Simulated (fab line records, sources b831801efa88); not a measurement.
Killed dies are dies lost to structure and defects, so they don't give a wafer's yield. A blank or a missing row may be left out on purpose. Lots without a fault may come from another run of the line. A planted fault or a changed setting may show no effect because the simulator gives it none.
fab line records | flow sky130
record lots=6 wafers=18 last_day=50
route steps=708 shown GATE_OXIDE@188 POLY_GATE@204 RES_PROTECT@206 PAD_OPEN@708
lots that met no fault: from a run of the same line without faults
start_h: hours from the record's first day to the start of the lot's first wafer shown | wait_h: hours since the lot's step before | " the same as in the row above | L1.1+2: a row that stands for several wafers | - no value, or no start given | * or withheld: withheld | < > ~ a bound
route shown NAME@n: a module of which the file shows steps, and the number in the route of the first | usual: mean/standard deviation of fault-free wafers | same: alike in all rows | chamber/n: place in a boat | sites: the reading at each site | _std_site: their standard deviation | _edge_site: outer sites' mean less inner sites' | radius_mm: how far each site lies from the wafer's centre | mask NAME#n: copy n | behind: the tool/chamber that last shaped the wafer | hold: why the lot was held/for how many hours/how that ended | device: the transistor (n, p or np) that didn't switch | end of line: the same wafers' tests at the end of the route | a step without rows: its recipe alone | killed: dies lost to structure and defects at the first sort, not the wafer's yield | map: a wafer's dies, x killed, . not, _ none there
set.NAME: the setting as run; set.NAME@STEP: as run at that earlier step | model.NAME: the simulator's own value behind a step, which no gauge read
lots at some steps of the route; a table a step, a row a wafer
services: from which hour (start_h, from the record's first day; less than 0 if before it) a tool's chamber was out of use, for how many hours, and why
## steps
# step SKY_GATE_OXIDE_OXIDATION_01
# recipe temp_c=900 ambient=O2 stabilise_s=600 purge_s=300 target_thk_a=102.68 ox_time_s=1473
# step SKY_GATE_OXIDE_THK_MEAS_02
# recipe reads=SiO2_of_GATE_OXIDE_OXIDATION_01
# usual GATE_OXIDE_OXIDATION_00_THK=10.36/0.21
# columns lot.wafer tool chamber start_h wait_h GATE_OXIDE_OXIDATION_00_THK[nm]
L978.1 film_metro-04 - 304.03 0.0 10.47
L978.4 " - " " 10.44
L978.6 " - " " 10.42
L980.2 film_metro-02 - 317.23 0.0 10.52
L980.4 " - " " 10.65
L980.5 " - " " 10.75
L985.1 film_metro-02 - 384.13 0.0 9.85
L985.3 " - " " 9.93
L985.4 " - " " 9.84
L987.1 film_metro-04 - 393.90 0.0 10.36
L987.3 " - " " 10.56
L987.4 " - " " 10.39
L994.2 film_metro-02 - 449.31 0.0 10.43
L994.4 " - " " 10.49
L994.6 " - " " 10.42
L995.2 film_metro-04 - 449.31 0.0 10.49
L995.3 " - " " 10.53
L995.4 " - " " 10.36
# step SKY_GATE_OXIDE_DEHYDRATE_03
# recipe temp_c=200 time_s=60
# step SKY_GATE_OXIDE_HMDS_04
# recipe prime_time_s=60 prime_temp_c=120
# step SKY_GATE_OXIDE_COAT_05
# recipe resist=NOVOLAK spin_rpm=3000 resist_thk_nm=1140
# step SKY_GATE_OXIDE_SOFTBAKE_06
# recipe temp_c=90 time_s=60 resist=NOVOLAK
# step SKY_GATE_OXIDE_EXPOSE_07
# recipe mask_id=LVOM na=0.6 source_shape=conventional sigma_outer=0.6 polarization=unpolarized target_cd_nm=600 dose_mj=170
# step SKY_GATE_OXIDE_PEB_08
# recipe temp_c=withheld time_s=* resist=NOVOLAK
# step SKY_GATE_OXIDE_DEVELOP_09
# recipe resist=NOVOLAK developer=TMAH develop_time_s=60 dev_temp_c=23
# step SKY_GATE_OXIDE_OVL_MEAS_10
# usual GATE_OXIDE_OVL=-0.2/0.91
# columns lot.wafer tool chamber start_h wait_h GATE_OXIDE_OVL[nm]
L978.1 overlay-01 - 329.03 0.1 0.0
L978.4 " - " " 1.2
L978.6 " - " " 0.2
L980.2 overlay-02 - 343.19 0.1 -1.2
L980.4 " - " " -1.0
L980.5 " - " " -0.6
L985.1 overlay-01 - 411.58 0.1 -0.1
L985.3 " - " " -0.2
L985.4 " - " " -1.6
L987.1 overlay-01 - 421.98 0.1 0.7
L987.3 " - " " 0.2
L987.4 " - " " 0.3
L995.2 overlay-01 - 478.79 0.1 0.2
L995.3 " - " " 0.6
L995.4 " - " " 0.1
L994.2 overlay-02 - 479.44 0.1 -0.1
L994.4 " - " " -1.2
L994.6 " - " " 0.5
# step SKY_GATE_OXIDE_IMPLANT_11
# recipe species=B energy_kev=10 dose_cm2=2.6e+12 tilt_deg=withheld
# step SKY_GATE_OXIDE_WET_ETCH_12
# recipe chemistry=dHF target_depth_nm=16.8 dry=n2_spin target=SiO2 dilution=100:1 temp_c=25 time_s=336
# step SKY_GATE_OXIDE_STRIP_13
# recipe chemistry=O2/N2 power_w=1400 pressure_mtorr=1500 platen_temp_c=withheld o2_flow_sccm=3000 n2_flow_sccm=300 overash_fraction=0.5
# usual drypump_motor_current_A=5.8/0.43 oes_product_au=0.716/0.005 strip_time_to_endpoint_s=14.18/0.038
# columns lot.wafer tool chamber start_h wait_h drypump_motor_current_A oes_product_au rf_hours_counter_h strip_time_to_endpoint_s
L978.1 plasma_asher-03 0 329.33 0.0 5.9 0.715 21 14.19
L978.4 " 1 " " 5.6 0.713 - 14.23
L978.6 " 0 " " 5.9 0.717 - 14.17
L980.2 plasma_asher-04 1 343.47 0.0 5.0 0.726 54 14.11
L980.4 " 1 " " 4.9 0.708 - 14.15
L980.5 " 1 " " 5.0 0.712 - 14.12
L985.1 plasma_asher-03 0 411.87 0.0 5.9 0.714 30 14.17
L985.3 " 0 " " 5.9 0.715 - 14.22
L985.4 " 1 " " 5.6 0.705 - 14.21
L987.1 plasma_asher-03 1 422.27 0.0 5.6 0.719 31 14.12
L987.3 " 1 " " 5.6 0.715 - 14.14
L987.4 " 0 " " 5.9 0.709 - 14.14
L995.2 plasma_asher-02 0 479.09 0.0 6.4 0.719 4 14.14
L995.3 " 0 " " 6.3 0.721 - 14.07
L995.4 " 1 " " 5.4 0.719 - 14.19
L994.2 plasma_asher-02 1 479.72 0.0 5.5 0.715 5 14.15
L994.4 " 0 " " 6.3 0.714 - 14.20
L994.6 " 1 " " 5.4 0.711 - 14.16
# step SKY_GATE_OXIDE_TW_MEAS_14
# usual GATE_OXIDE_TW=224.7/1.1
# columns lot.wafer tool chamber start_h wait_h GATE_OXIDE_TW
L978.1 film_metro-02 - 329.43 0.1 224.6
L978.4 " - " " 226.0
L978.6 " - " " 226.0
L980.2 film_metro-04 - 343.58 0.1 223.3
L980.4 " - " " 223.5
L980.5 " - " " 223.9
L985.1 film_metro-04 - 411.97 0.1 224.5
L985.3 " - " " 224.3
L985.4 " - " " 224.9
L987.1 film_metro-02 - 422.37 0.1 227.2
L987.3 " - " " 226.2
L987.4 " - " " 226.9
L995.2 film_metro-04 - 479.20 0.1 224.1
L995.3 " - " " 223.5
L995.4 " - " " 224.5
L994.2 film_metro-04 - 479.83 0.1 222.1
L994.4 " - " " 224.1
L994.6 " - " " 225.8
# step SKY_GATE_OXIDE_CLEAN_15
# recipe chemistry=SC1/SC2 mix=1:4:20 temp_c=70 time_s=150 dry=n2_spin
# step SKY_GATE_OXIDE_OXIDATION_16
# recipe temp_c=800 ambient=O2 idle_temp_c=700 ramp_up_c_per_min=10 ramp_down_c_per_min=3 stabilise_s=600 purge_s=300 target_thk_a=35.7 ox_time_s=1915
# step SKY_POLY_GATE_CVD_00
# recipe material=poly-Si target_thk_nm=180 temp_c=620 time_s=720 pressure_mtorr=200
# step SKY_POLY_GATE_THK_MEAS_01
# recipe reads=poly-Si_of_POLY_GATE_CVD_00
# usual POLY_GATE_CVD_00_THK=180.1/1.8
# columns lot.wafer tool chamber start_h wait_h POLY_GATE_CVD_00_THK[nm]
L978.1 film_metro-01 - 333.05 0.0 182.8
L978.4 " - " " 181.2
L978.6 " - " " 183.3
L980.2 film_metro-04 - 347.61 0.0 178.3
L980.4 " - " " 179.2
L980.5 " - " " 177.2
L985.1 film_metro-01 - 420.11 0.0 178.7
L985.3 " - " " 179.2
L985.4 " - " " 177.9
L987.1 film_metro-01 - 432.91 0.0 182.6
L987.3 " - " " 181.1
L987.4 " - " " 181.6
L994.2 film_metro-02 - 483.76 0.0 181.5
L994.4 " - " " 181.4
L994.6 " - " " 181.1
L995.2 film_metro-01 - 483.76 0.0 184.1
L995.3 " - " " 180.9
L995.4 " - " " 181.4
# step SKY_RES_PROTECT_DEHYDRATE_00
# recipe temp_c=200 time_s=60
# step SKY_RES_PROTECT_HMDS_01
# recipe prime_time_s=60 prime_temp_c=120
# step SKY_RES_PROTECT_COAT_02
# recipe resist=NOVOLAK spin_rpm=3000 resist_thk_nm=1140
# step SKY_RES_PROTECT_SOFTBAKE_03
# recipe temp_c=90 time_s=60 resist=NOVOLAK
# step SKY_RES_PROTECT_EXPOSE_04
# recipe mask_id=RPM na=0.6 source_shape=conventional sigma_outer=0.6 polarization=unpolarized target_cd_nm=1270 dose_mj=131
# step SKY_RES_PROTECT_PEB_05
# recipe temp_c=withheld time_s=* resist=NOVOLAK
# step SKY_RES_PROTECT_DEVELOP_06
# recipe resist=NOVOLAK developer=TMAH develop_time_s=60 dev_temp_c=23
# step SKY_POLY_GATE_IMPLANT_02
# recipe species=P energy_kev=29.84 dose_cm2=7.7e+15 tilt_deg=0
# step SKY_RES_PROTECT_STRIP_07
# recipe chemistry=O2/N2 power_w=1400 pressure_mtorr=1500 platen_temp_c=withheld o2_flow_sccm=3000 n2_flow_sccm=300 overash_fraction=0.5
# usual drypump_motor_current_A=5.8/0.44 oes_product_au=0.518/0.0049 strip_time_to_endpoint_s=23.26/0.04
# columns lot.wafer tool chamber start_h wait_h drypump_motor_current_A oes_product_au rf_hours_counter_h strip_time_to_endpoint_s
L978.1 plasma_asher-03 1 360.76 0.1 5.6 0.514 25 23.30
L978.4 " 1 " " 5.6 0.517 - 23.27
L978.6 " 0 " " 5.9 0.519 - 23.29
L980.2 plasma_asher-03 0 375.39 0.1 5.9 0.516 26 23.24
L980.4 " 1 " " 5.7 0.519 - 23.25
L980.5 " 0 " " 5.9 0.523 - 23.28
L985.1 plasma_asher-03 0 449.33 0.1 5.9 0.512 34 23.22
L985.3 " 1 " " 5.6 0.513 - 23.28
L985.4 " 0 " " 5.9 0.520 - 23.22
L987.1 plasma_asher-02 0 462.51 0.1 6.3 0.514 3 23.28
L987.3 " 0 " " 6.3 0.510 - 23.27
L987.4 " 1 " " 5.4 0.510 - 23.30
L995.2 plasma_asher-03 1 513.16 0.1 5.6 0.520 40 23.29
L995.3 " 1 " " 5.7 0.514 - 23.27
L995.4 " 0 " " 5.9 0.511 - 23.29
L994.2 plasma_asher-03 0 513.46 0.1 5.9 0.516 40 23.23
L994.4 " 0 " " 5.9 0.520 - 23.26
L994.6 " 0 " " 5.9 0.519 - 23.19
# step SKY_RES_PROTECT_TW_MEAS_08
# usual POLY_GATE_TW=4021/32
# columns lot.wafer tool chamber start_h wait_h POLY_GATE_TW
L978.1 film_metro-03 - 360.86 0.1 4034
L978.4 " - " " 4031
L978.6 " - " " 4053
L980.2 film_metro-03 - 375.50 0.1 4046
L980.4 " - " " 4035
L980.5 " - " " 4020
L985.1 film_metro-01 - 449.43 0.1 3997
L985.3 " - " " 3978
L985.4 " - " " 3983
L987.1 film_metro-03 - 462.61 0.1 4056
L987.3 " - " " 4064
L987.4 " - " " 4082
L995.2 film_metro-02 - 513.27 0.1 4046
L995.3 " - " " 4018
L995.4 " - " " 4044
L994.2 film_metro-01 - 513.57 0.1 3948
L994.4 " - " " 3969
L994.6 " - " " 3966
# step SKY_RES_PROTECT_CLEAN_09
# recipe chemistry=SC1/SC2 mix=1:4:20 temp_c=70 time_s=150 dry=n2_spin
# step SKY_POLY_GATE_CVD_03
# recipe material=Si3N4 precursor=DCS/NH3 target_thk_nm=75 temp_c=770 time_s=1290 pressure_mtorr=250
# step SKY_POLY_GATE_THK_MEAS_04
# recipe reads=Si3N4_of_POLY_GATE_CVD_03
# usual POLY_GATE_CVD_03_THK=75.0/0.75
# columns lot.wafer tool chamber start_h wait_h POLY_GATE_CVD_03_THK[nm]
L978.1 film_metro-01 - 362.33 0.0 75.8
L978.4 " - " " 75.9
L978.6 " - " " 75.5
L980.2 film_metro-02 - 376.97 0.0 74.9
L980.4 " - " " 75.2
L980.5 " - " " 75.1
L985.1 film_metro-04 - 450.90 0.0 75.1
L985.3 " - " " 75.2
L985.4 " - " " 75.6
L987.1 film_metro-01 - 464.35 0.0 74.3
L987.3 " - " " 74.5
L987.4 " - " " 74.1
L994.2 film_metro-04 - 515.71 0.0 74.5
L994.4 " - " " 74.8
L994.6 " - " " 74.8
L995.2 film_metro-01 - 515.71 0.0 74.5
L995.3 " - " " 74.9
L995.4 " - " " 74.8
# step SKY_POLY_GATE_DEHYDRATE_05
# recipe temp_c=200 time_s=60
# step SKY_POLY_GATE_HMDS_06
# recipe prime_time_s=60 prime_temp_c=120
# step SKY_POLY_GATE_COAT_07
# recipe resist=BARC temp_c=withheld time_s=withheld spin_rpm=3000 resist_thk_nm=110
# step SKY_POLY_GATE_COAT_08
# recipe resist=KrF-thick spin_rpm=3000 resist_thk_nm=450
# step SKY_POLY_GATE_SOFTBAKE_09
# recipe temp_c=100 time_s=90 resist=KrF-thick
# step SKY_POLY_GATE_EXPOSE_10
# recipe mask_id=P1M na=0.68 source_shape=conventional sigma_outer=0.6 target_cd_nm=150 dose_mj=28
# step SKY_POLY_GATE_PEB_11
# recipe peb_temp_c=withheld peb_time_s=withheld resist=KrF-thick
# step SKY_POLY_GATE_DEVELOP_12
# recipe develop_time_s=60 resist=KrF-thick dev_temp_c=21
# step SKY_POLY_GATE_CD_MEAS_13
# recipe target_cd_nm=150
# usual cd_nm=150.2/1.4
# columns lot.wafer tool chamber start_h wait_h cd_nm
L978.1 cd_sem-02 - 390.19 - 151.3
L978.4 " - " " 152.2
L978.6 " - " " 149.9
L980.2 cd_sem-02 - 404.65 - 149.5
L980.4 " - " " 149.1
L980.5 " - " " 149.1
L985.1 cd_sem-01 - 480.38 - 149.8
L985.3 " - " " 151.0
L985.4 " - " " 149.7
L987.1 cd_sem-02 - 494.43 - 147.0
L987.3 " - " " 147.4
L987.4 " - " " 149.4
L994.2 cd_sem-01 - 545.45 - 148.7
L994.4 " - " " 149.0
L994.6 " - " " 149.7
L995.2 cd_sem-01 - 546.50 - 151.4
L995.3 " - " " 152.2
L995.4 " - " " 151.7
# step SKY_POLY_GATE_OVL_MEAS_14
# usual POLY_GATE_OVL=-1/5.7
# columns lot.wafer tool chamber start_h wait_h POLY_GATE_OVL[nm]
L978.1 overlay-01 - 390.31 0.1 -10
L978.4 " - " " -11
L978.6 " - " " -6
L980.2 overlay-01 - 404.75 0.1 -1
L980.4 " - " " -2
L980.5 " - " " -4
L985.1 overlay-01 - 480.50 0.1 2
L985.3 " - " " 1
L985.4 " - " " -4
L987.1 overlay-01 - 494.55 0.1 0
L987.3 " - " " -4
L987.4 " - " " 3
L994.2 overlay-01 - 545.56 0.1 -2
L994.4 " - " " -2
L994.6 " - " " -5
L995.2 overlay-02 - 546.60 0.1 -7
L995.3 " - " " -5
L995.4 " - " " -11
# step SKY_POLY_GATE_ETCH_15
# recipe chemistry=N2/H2 target=BARC ion_energy_ev=200 source_w=500 bias_w=100 pressure_mtorr=30 n2_flow_sccm=100 h2_flow_sccm=200 stop_on=SiO2 time_s=118.5 target_depth_a=1100
# usual drypump_motor_current_A=5.5/0.47 h2_flow_sccm=199.9/0.59 oes_product_au=0.717/0.0043 throttle_valve_pct=13.212/0.0088
# columns lot.wafer tool chamber start_h wait_h drypump_motor_current_A h2_flow_sccm oes_product_au rf_hours_counter_h throttle_valve_pct
L978.1 rie_diel-04 3 390.35 0.0 5.9 199.6 0.722 0 13.209
L978.4 " 1 " " 4.9 199.5 0.723 53 13.224
L978.6 " 0 " " 5.5 200.1 0.713 - 13.203
L980.2 rie_diel-02 0 404.78 0.0 5.9 200.3 0.718 66 13.224
L980.4 " 2 " " 6.4 199.9 0.715 - 13.216
L980.5 " 2 " " 6.4 200.7 0.715 - 13.219
L985.1 rie_diel-01 0 480.53 0.0 5.8 199.8 0.721 18 13.212
L985.3 " 3 " " 5.5 198.5 0.712 93 13.212
L985.4 " 1 " " 5.6 201.0 0.711 16 13.215
L987.1 rie_diel-04 3 494.58 0.0 6.0 200.5 0.714 2 13.203
L987.3 " 1 " " 5.0 199.9 0.716 55 13.206
L987.4 " 2 " " 4.9 199.0 0.708 16 13.208
L994.2 rie_diel-01 0 545.59 0.0 5.8 200.1 0.716 19 13.219
L994.4 " 2 " " 4.8 199.5 0.719 32 13.221
L994.6 " 2 " " 4.8 198.8 0.726 - 13.199
L995.2 rie_diel-02 2 546.63 0.0 6.4 200.2 0.721 57 13.204
L995.3 " 3 " " 5.4 199.0 0.724 2 13.198
L995.4 " 1 " " 5.2 200.6 0.716 68 13.219
# step SKY_PAD_OPEN_PROBE_99
# usual killed_at_M0_to_M3=44/6.9 killed_at_M4_up=3.3/1.7 killed_at_contacts=24/4.7 killed_at_front_end=15/4.5 killed_at_other=0.2/0.49 killed_dies=86/8.4 killed_open=47/6.5 killed_short=39/6
# same gross_dies=492 killed_at_back_side=0
# columns lot.wafer tool chamber start_h wait_h killed_at_M0_to_M3 killed_at_M4_up killed_at_contacts killed_at_front_end killed_at_other killed_dies killed_open killed_short
L980.2 prober-02 - 1101.73 0.1 30 1 25 16 0 72 36 36
L980.4 prober-02 - 1101.83 0.2 37 5 19 18 0 79 45 34
L980.5 prober-02 - 1101.88 0.2 44 2 27 14 0 87 44 43
L985.1 prober-02 - 1146.82 0.1 39 2 34 68 0 143 55 35
L985.3 prober-02 - 1146.92 0.2 42 3 18 64 0 127 46 27
L987.4 prober-02 - 1154.54 0.2 38 5 17 70 0 130 28 44
L994.2 prober-02 - 1183.98 0.1 46 1 23 10 0 80 41 39
L994.4 prober-02 - 1184.08 0.2 53 3 25 20 0 101 60 41
L994.6 prober-02 - 1184.18 0.2 52 7 35 14 0 108 60 48
# killed by level:class
L980.2 LI_CONTACT:geometric_particle:open=7 CONTACT:geometric_particle:open=7 METAL2:geometric_particle:short=7 FIELD_ISO:geometric_particle:open=5 VIA3:geometric_particle:open=5 LOCAL_INTERCONNECT:geometric_particle:short=4 METAL1:geometric_particle:short=4 VIA3:geometric_particle:short=4
L980.4 VIA1:geometric_particle:open=11 CONTACT:geometric_particle:open=8 FIELD_ISO:geometric_particle:short=7 VIA2:geometric_particle:open=5 VIA3:geometric_particle:open=5 POLY_GATE:geometric_particle:open=4 LI_CONTACT:geometric_particle:open=4 METAL1:geometric_particle:short=4
L980.5 CONTACT:geometric_particle:open=9 LI_CONTACT:geometric_particle:open=7 METAL2:geometric_particle:short=7 FIELD_ISO:geometric_particle:open=6 VIA1:geometric_particle:short=5 METAL3:geometric_particle:short=5 VIA3:geometric_particle:open=5 LOCAL_INTERCONNECT:geometric_particle:short=4
L985.1 GATE_OXIDE:unspecified=53 VIA1:geometric_particle:open=11 CONTACT:geometric_particle:open=11 VIA3:geometric_particle:open=7 LI_CONTACT:geometric_particle:open=7 LOCAL_INTERCONNECT:geometric_particle:short=5 CONTACT:geometric_particle:short=5 FIELD_ISO:geometric_particle:open=4
L985.3 GATE_OXIDE:unspecified=54 VIA1:geometric_particle:open=13 VIA3:geometric_particle:open=9 VIA2:geometric_particle:open=8 CONTACT:geometric_particle:open=5 FIELD_ISO:geometric_particle:short=3 POLY_GATE:geometric_particle:short=3 LI_CONTACT:geometric_particle:open=3
L987.4 GATE_OXIDE:unspecified=58 VIA2:geometric_particle:short=7 CONTACT:geometric_particle:short=6 VIA1:geometric_particle:short=5 VIA2:geometric_particle:open=5 METAL1:geometric_particle:short=4 LI_CONTACT:geometric_particle:open=4 VIA1:geometric_particle:open=4
L994.2 CONTACT:geometric_particle:open=11 VIA2:geometric_particle:short=10 VIA2:geometric_particle:open=7 VIA1:geometric_particle:open=7 LI_CONTACT:geometric_particle:open=6 CONTACT:geometric_particle:short=4 METAL2:geometric_particle:short=4 METAL3:geometric_particle:short=4
L994.4 CONTACT:geometric_particle:open=14 VIA1:geometric_particle:open=12 FIELD_ISO:geometric_particle:open=7 VIA3:geometric_particle:open=7 VIA2:geometric_particle:short=7 METAL2:geometric_particle:short=6 FIELD_ISO:geometric_particle:short=5 VIA1:geometric_particle:short=5
L994.6 CONTACT:geometric_particle:open=16 VIA1:geometric_particle:open=16 LI_CONTACT:geometric_particle:open=8 METAL4:geometric_particle:short=7 METAL1:geometric_particle:short=6 FIELD_ISO:geometric_particle:open=5 LI_CONTACT:geometric_particle:short=5 METAL2:geometric_particle:short=5
# map L985.1 (x killed, . not)
__________....xx.x.._________
________...xxxx.....x._______
______x..x.x..x..x......_____
_____.x.xx......x.x.....x____
____....x.......x...x...x.___
___...................x....__
__.x....x...........x.xx...._
_..........xx..x.............
_..x....x.....x....x........x
_.....x.................x....
_x..x..........x..x......xx..
_x.x..x......x.x.x........x..
_.x.............xxxxx.xx....x
_x...x......xx.xxxxxxx.xx....
_....x.........xxxxxxxx.....x
__xx..x....xxxxxxxxxxxx.x..._
___..x.......xxxxxxxxx..x.x__
____........x..xxxxxxx..x.___
_____x..x..x..x..xxxx.x.x____
______.......xx.x....xxx_____
________..x..x..x..x.._______
__________x.......x._________
# map L987.4 (x killed, . not)
__________.........._________
________......x......._______
______..............x..x_____
_____..x..x...x........x.____
____...........x.....x....___
___...xx....x....x....xx...__
__..x.......x.x........x...x_
_x.................x.x..x....
_.x...x........x.xx..........
_xx............x.....x.x.....
_....x..........x....x.x.....
_x.......x....xxx..xx........
_...........x...xxxxxx...x.xx
_.....x...x.x..xxxxxxxx......
_.......x...x.xxxxxxxx..xx...
__..x.x......xxxxxxxxx......_
___......x....xxxxxxx.x..x.__
____..x.x..x.xxxxxxxxx..x.___
_____........x.xxxxxx....____
______...........xx.x..x_____
________xx............_______
__________.xxxxx...._________
## services
# columns tool chamber start_h hours kind
rie_diel-01 - 306.95 28.1 pm
rie_diel-02 0 332.05 3.9 repair
rie_diel-01 - 352.45 2.2 repair
rie_diel-02 0 362.31 3.3 repair
rie_diel-04 3 367.79 - clean
rie_diel-04 3 367.79 17.0 scheduled_down
rie_diel-04 3 367.79 17.0 vent_cycle
rie_diel-02 - 369.59 14.6 pm
rie_diel-02 3 384.19 - clean
rie_diel-02 3 384.19 17.8 scheduled_down
rie_diel-02 3 384.19 17.8 vent_cycle
rie_diel-02 1 389.34 15.6 repair
rie_diel-04 - 403.34 14.6 pm
rie_diel-02 3 404.27 41.1 repair
plasma_asher-02 - 421.25 9.0 pm
plasma_asher-02 0 421.25 9.0 vent_cycle
plasma_asher-02 1 421.25 9.0 vent_cycle
rie_diel-04 2 429.45 7.3 repair
plasma_asher-02 0 430.25 - clean
plasma_asher-02 1 430.25 - clean
rie_diel-02 - 441.90 0.7 repair
rie_diel-02 1 476.08 4.5 repair
rie_diel-01 1 481.52 1.5 repair
plasma_asher-02 - 502.00 13.2 repair
## key
first_sign step=SKY_PAD_OPEN_PROBE_99 reading=killed_at_front_end direction=up sigmas=12 usual=15 struck=67
effect step=SKY_PAD_OPEN_PROBE_99 reading=killed_dies direction=up sigmas=5.6 usual=86 struck=133
met_at SKY_GATE_OXIDE_STRIP_13
struck_wafers L985.1,L985.3,L987.4
tester_left_out L985,L987
onset_between 329.33 411.87
fault kind=chamber_particle_source tool=plasma_asher-03 chamber=0 onset_h=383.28 steps=SKY_GATE_OXIDE_STRIP_13 rate_per_visit_cm2=0.92763 end_h=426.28
# tester_left_out: of these lots the tester's yield and bins aren't shown, on N5 and GAA mostly nor the transistor test; their killed dies are dies lost to structure and defects alone, not to doping, threshold or leakage, so they don't give the yield
